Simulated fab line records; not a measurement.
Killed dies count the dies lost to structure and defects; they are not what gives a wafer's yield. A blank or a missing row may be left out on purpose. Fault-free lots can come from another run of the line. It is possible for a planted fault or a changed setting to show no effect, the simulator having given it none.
A struck lot beside a sound one || flow sky130 || 32 steps out of a route of 708
Sound: the wafers L706.2, L706.3, L706.4. Wafers L710.2, L710.4, L710.5 were the ones struck. The cause is given at the end.
Per side, at each step with rows, come the tool, then ch with its chambers, and then its first start. Under that, the readings that differ: sound wafers || struck wafers || difference of the means || sigmas: that difference in standard deviations of wafers without a fault.
alike: same words and numbers on both sides, and readings whose means sit less than 2 such deviations apart. not compared: any withheld reading, any reading some wafer has no value for, any bound like >300 that may hide the same value, and any number with overlapping values for which the record gives no deviation.
A row with sigmas, a row that says differs or no value, or rows on one side alone: a step with any of these is where the two part. Numbers that have no deviation but don't overlap get no sigmas and don't part them. A reading missing from all wafers of one side parts the sides only when that side holds two or more wafers.

first, 1 step without rows for these wafers: SKY_NWELL_IMPLANT_24.
SKY_NWELL_STRIP_25: strips in O2/N2.
  sound on plasma asher-04 ch 0,1, day 6 00:32; struck on plasma asher-04 ch 1, day 7 03:06
  alike: drypump motor current A, oes product au, strip time to endpoint s
  not compared: rf hours counter h
SKY_NWELL_TW_MEAS_26:
  struck on film metro-03, day 7 03:13; sound on film metro-02, day 6 00:38
  alike: NWELL_2_TW
then, 1 step without rows for these wafers: SKY_NWELL_CLEAN_27 (cleans in SC1/SC2, time 156.3 s).
SKY_NWELL_RTA_28: time 30 s.
  sound on rtp anneal-01 ch 0, day 6 00:46; struck on rtp anneal-01 ch 0, day 7 03:20
  alike: lamp power pct, wafer_temp_C_max
SKY_NWELL_RS_MEAS_29: uses a four-point probe to measure.
  struck on film metro-03, day 7 03:26; sound on film metro-03, day 6 00:52
  alike: NWELL_RS
SKY_NWELL_RS_MEAS_31: uses a four-point probe to measure.
  struck on film metro-03, day 7 03:40; sound on film metro-03, day 6 01:06
  alike: PWDE_RS
then, 4 steps without rows for these wafers: SKY_VT_ADJUST_HVTP_DEHYDRATE_00 (time 60 s); SKY_VT_ADJUST_HVTP_HMDS_01 (prime time 60 s); SKY_VT_ADJUST_HVTP_COAT_02 (resist thk 1140 nm); SKY_VT_ADJUST_HVTP_SOFTBAKE_03 (time 60 s).
SKY_VT_ADJUST_HVTP_EXPOSE_04: exposes mask HVTPM, target cd 380 nm.
  sound on iline stepper-01 ch 0, day 6 09:40; struck on iline stepper-01 ch 0, day 7 14:01
{"reading": "mask", "sound": "HVTPM#0 HVTPM#0 HVTPM#0", "struck": "NWM_COMPLEMENT_LESS_NATIVE#0 NWM_COMPLEMENT_LESS_NATIVE#0 NWM_COMPLEMENT_LESS_NATIVE#0", "difference": "differs", "sigmas": ""}
then, 2 steps without rows for these wafers: SKY_VT_ADJUST_HVTP_PEB_05; SKY_VT_ADJUST_HVTP_DEVELOP_06 (develop time 60 s).
SKY_VT_ADJUST_HVTP_CD_MEAS_07: the cd target is 380 nm.
  struck on cd sem-01, day 7 23:41; sound on cd sem-01, day 6 18:43
{"reading": "cd nm (nm)", "sound": "381.6 378.3 380.7", "struck": "- - -", "difference": "no value on the struck wafers", "sigmas": ""}
SKY_VT_ADJUST_HVTP_OVL_MEAS_08:
  struck on overlay-02, day 7 23:47; sound on overlay-02, day 6 18:49
{"reading": "VT_ADJUST_HVTP_OVL (nm)", "sound": "-1.1 -2.0 -0.4", "struck": "- - -", "difference": "no value on the struck wafers", "sigmas": ""}
following that, these wafers have no rows for 1 step: SKY_VT_ADJUST_HVTP_IMPLANT_09.
SKY_VT_ADJUST_HVTP_STRIP_10: strips in O2/N2.
  sound on plasma asher-03 ch 0,1, day 6 19:00; struck on plasma asher-02 ch 0,1, day 7 23:58
{"reading": "strip time to endpoint s (s)", "sound": "14.25 14.24 14.28", "struck": "14.17 14.20 14.13", "difference": -0.09, "sigmas": -2}
  alike: drypump motor current A, oes product au
  not compared: rf hours counter h
SKY_VT_ADJUST_HVTP_TW_MEAS_11:
  struck on film metro-01, day 8 00:05; sound on film metro-02, day 6 19:07
{"reading": "VT_ADJUST_HVTP_TW", "sound": "1361 1357 1356", "struck": "30 30 30", "difference": -1328, "sigmas": "-99 or more"}
then, 7 steps without rows for these wafers: SKY_VT_ADJUST_LVTN_DEHYDRATE_00 (time 60 s); SKY_VT_ADJUST_LVTN_HMDS_01 (prime time 60 s); SKY_VT_ADJUST_LVTN_COAT_02 (resist thk 3000 nm); SKY_VT_ADJUST_LVTN_SOFTBAKE_03; SKY_VT_ADJUST_LVTN_EXPOSE_04 (exposes mask NWM COMPLEMENT LESS NATIVE, target cd 840 nm); SKY_VT_ADJUST_LVTN_PEB_05; SKY_VT_ADJUST_LVTN_DEVELOP_06 (develop time 60 s).
SKY_VT_ADJUST_LVTN_OVL_MEAS_07:
  struck on overlay-01, day 8 20:34; sound on overlay-02, day 7 14:24
  alike: VT_ADJUST_LVTN_OVL
following that, these wafers have no rows for 1 step: SKY_VT_ADJUST_LVTN_IMPLANT_08.
SKY_VT_ADJUST_LVTN_STRIP_09: strips in O2/N2.
  sound on plasma asher-01 ch 0,1, day 7 14:35; struck on plasma asher-02 ch 0,1, day 8 20:44
  alike: drypump motor current A, oes product au, strip time to endpoint s
  not compared: rf hours counter h
SKY_VT_ADJUST_LVTN_TW_MEAS_10:
  struck on film metro-04, day 8 20:51; sound on film metro-01, day 7 14:41
{"reading": "VT_ADJUST_LVTN_TW", "sound": "241.2 243.1 243.4", "struck": "1352.2 1354.1 1348.6", "difference": "+1109.1", "sigmas": "+99 or more"}
then, 1 step without rows for these wafers: SKY_VT_ADJUST_LVTN_DEHYDRATE_11 (time 60 s).
-- the record jumps here: 39 days lie between the struck wafers' starts before and after (it left off in module VT_ADJUST_LVTN and takes up again in module PAD_OPEN, whose first step shown is number 708 of the route) --
SKY_PAD_OPEN_PROBE_99:
  struck on prober-02, day 47 16:11; sound on prober-02, day 46 16:34
{"reading": "killed at front end", "sound": "17 20 13", "struck": "418 409 405", "difference": "+394", "sigmas": "+99 or more"}
{"reading": "killed at other", "sound": "0 0 0", "struck": "2 3 0", "difference": "+2", "sigmas": "+3"}
{"reading": "killed dies", "sound": "92 89 81", "struck": "492 492 492", "difference": "+405", "sigmas": "+43"}
{"reading": "killed on rim", "sound": "16 13 17", "struck": "96 96 96", "difference": "+81", "sigmas": "+23"}
  alike: killed_at_M0_to_M3, killed_at_M4_up, killed at contacts, killed open, killed short

WHERE THEY PART
At SKY_VT_ADJUST_HVTP_EXPOSE_04 first; at SKY_PAD_OPEN_PROBE_99 last (within this record only).

WHY: the cause the simulator had injected
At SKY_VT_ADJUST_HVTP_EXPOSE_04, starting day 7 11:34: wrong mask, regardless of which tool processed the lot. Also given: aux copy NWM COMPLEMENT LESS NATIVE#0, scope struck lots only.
